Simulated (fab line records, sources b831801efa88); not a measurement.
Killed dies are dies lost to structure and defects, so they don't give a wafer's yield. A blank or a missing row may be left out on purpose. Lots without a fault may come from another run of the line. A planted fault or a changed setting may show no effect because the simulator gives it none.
Problem report in the 8D (eight disciplines) form, filled by code | flow sky130 | the parts of the form that need people (team, actions taken, sign-off) are left out

1. THE PROBLEM
VT_ADJUST_LVTN_OVL at SKY_VT_ADJUST_LVTN_OVL_MEAS_07 reads a mean of 184.6 nm on 12 wafers of 4 lots; wafers without a fault read 0.3 nm with a standard deviation of 1.8. That is +99 or more standard deviations from the usual mean.
First seen on wafer L448.3, day 10 07:10, on overlay-02. The record holds 45 wafers of 15 lots with a number at this step. Rule for "out", or "out of limits": more than 4 standard deviations from the usual mean. The other wafers with a number count as sound.

2. WHAT IT IS AND WHAT IT IS NOT
question                    | is                     | is not
which readings at this step | VT_ADJUST_LVTN_OVL     | -
which lots                  | L448, L449, L450, L451 | L435, L437, L439, L440, L442, L443, L445, L446, L454, L455, L457
which wafers of those lots  | all that have a number | -
read on which gauges        | overlay-01, overlay-02 | -
when                        | from day 10 07:10      | up to then (24 sound wafers); but 9 sound wafers of L454, L455, L457 came after

3. SUSPECTS, AND WHAT RULES EACH OUT
Counting: a tool at a process step up to the reading stays a suspect if it ran every lot that is out and no sound lot after the first of them.
- the gauge at SKY_VT_ADJUST_LVTN_OVL_MEAS_07: ruled out. The wafers that are out were read on 2 gauges (overlay-01, overlay-02).
- iline_stepper-02 at SKY_VT_ADJUST_LVTN_EXPOSE_04 (exposes mask NWM COMPLEMENT LESS NATIVE, target cd 840 nm): kept. It ran every lot that is out, first L448 (day 9 20:11), and no sound lot after that; its last sound lot up to then is L446 (day 9 14:02).
Left after counting: iline_stepper-02 at SKY_VT_ADJUST_LVTN_EXPOSE_04.

4. THE CAUSE (what the simulator had put in)
Scanner matching overlay: iline_stepper-02, from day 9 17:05 on, at SKY_VT_ADJUST_LVTN_EXPOSE_04. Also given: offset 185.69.
Counting left only this tool.

5. THE CHAIN OF EFFECTS, in route order
Each row: a reading whose mean over the struck wafers that have a number lies more than 3 standard deviations from the usual. Only readings for which the record gives a usual standard deviation are gone through. hours: the time from each lot's start at the first step in this table that gives one to its start at this step, as a median over the lots. sigmas: the change in usual standard deviations.
hours | step                           | reading            | usual  | on struck wafers | change | sigmas
0     | SKY_VT_ADJUST_LVTN_OVL_MEAS_07 | VT_ADJUST_LVTN_OVL | 0.3 nm | 184.6            | +184.3 | +99 or more
Later measuring or inspecting steps at which every struck wafer that the step has a row for has a number for every such reading, and none has moved that far: SKY_LDD_HVN_OVL_MEAS_07, SKY_LI_CONTACT_THK_MEAS_23.

6. WHAT WOULD HAVE CAUGHT IT SOONER
In this record the first reading out of limits at a measuring or inspecting step was taken at day 10 07:10, 14 hours after the fault began at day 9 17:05.
Of the lots that are out (4), L450, L451 began SKY_VT_ADJUST_LVTN_EXPOSE_04 on iline_stepper-02 after day 10 07:10. A hold on the tool at that time would have spared those 2.
